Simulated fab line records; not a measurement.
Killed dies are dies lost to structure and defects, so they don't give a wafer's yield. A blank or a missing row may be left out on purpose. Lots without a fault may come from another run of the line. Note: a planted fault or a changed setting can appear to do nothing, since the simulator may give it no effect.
2 desks looking at one fault	flow sky130	each desk has only its own numbers; what lay behind them comes last

== DESK OF THE TOOL OWNER: pvd sputter-03 ==
At SKY_CAPM_SPUTTER_02 (material TiN, target thk 200 nm, time 166.7 s) the tool's own readings: per lot run on this tool, the mean of the sampled wafers that have a number. If a lot's mean is further than 4 standard deviations from the usual mean, the lot is out of limits and carries the mark OUT (the distance appears in the brackets).
Columns: A = cathode dc power W at SKY_CAPM_SPUTTER_02, usual 6500.1 W; B = substrate temp c at SKY_CAPM_SPUTTER_02, usual 300.02 C; C = susceptor temp C at SKY_CAPM_SPUTTER_02, usual 300.00 C; D = throttle valve pct at SKY_CAPM_SPUTTER_02, usual 30.4 %
lot	first seen here	A	B	C	D
L528	day 37 03:21	6500.6	299.80	299.69	30.5
L530	day 37 19:22	6499.5	300.07	300.14	30.4
L536	day 40 00:05	6499.1	300.02	300.00	30.5
L544	day 42 05:10	6016.1 (-99 or more) OUT	299.98	300.00	30.1
L545	day 42 06:07	6015.7 (-99 or more) OUT	299.78	299.69	30.8
This desk's finding: out of limits on L544, L545; first on L544, day 42 05:10 (cathode dc power W at SKY_CAPM_SPUTTER_02). In limits: L528, L530, L536.

== AT THE METROLOGY DESK ==
Lot by lot, what the gauges showed, no matter which tool ran the lot: averages of those sampled wafers that carry a number. If a lot's mean is further than 4 standard deviations from the usual mean, the lot is out of limits and carries the mark OUT (the distance appears in the brackets).
Columns: A = METAL2_OVL at SKY_METAL2_OVL_MEAS_16, usual -1 nm; B = CAPM_TIN_RS at SKY_CAPM_RS_MEAS_03, usual 6.95 ohm/sq; C = CAPM_TIN_THK at SKY_CAPM_THK_MEAS_04, usual 198.7 nm
lot	first seen here	A	B	C
L525	day 34 21:35	0	6.83	203.4
L528	day 35 21:05	0	6.97	198.1
L530	day 36 14:02	1	6.98	197.4
L531	day 36 23:47	1	6.98	198.4
L533	day 38 07:49	-5	6.92	200.6
L536	day 38 19:05	-4	7.05	195.8
L543	day 41 01:20	3	6.91	199.6
L544	day 41 01:59	-3	7.44 (+7.5) OUT	185.8 (-6.1) OUT
L545	day 41 02:35	11	7.66 (+11) OUT	180.1 (-8.9) OUT
Finding of this desk: L544, L545 out of limits, first seen on L544 at day 42 05:17 (CAPM_TIN_RS at SKY_CAPM_RS_MEAS_03). In limits: L525, L528, L530, L531, L533, L536, L543.

== TAKEN TOGETHER ==
The tool owner's desk had the chance to raise an alarm at day 42 05:10 on L544, L545.
On L544, L545, the metrology desk was in a position to raise an alarm at day 42 05:17.
SKY_CAPM_SPUTTER_02 was run on pvd sputter-03 by each of the lots named.

== WHAT THE SIMULATOR HAD INSERTED ==
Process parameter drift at SKY_CAPM_SPUTTER_02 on pvd sputter-03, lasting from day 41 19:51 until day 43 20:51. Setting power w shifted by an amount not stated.
Lots struck among those shown: L544, L545.
Hours from the fault's start to each desk's first reading out of limits: the tool owner's desk, 9; the metrology desk, 9.
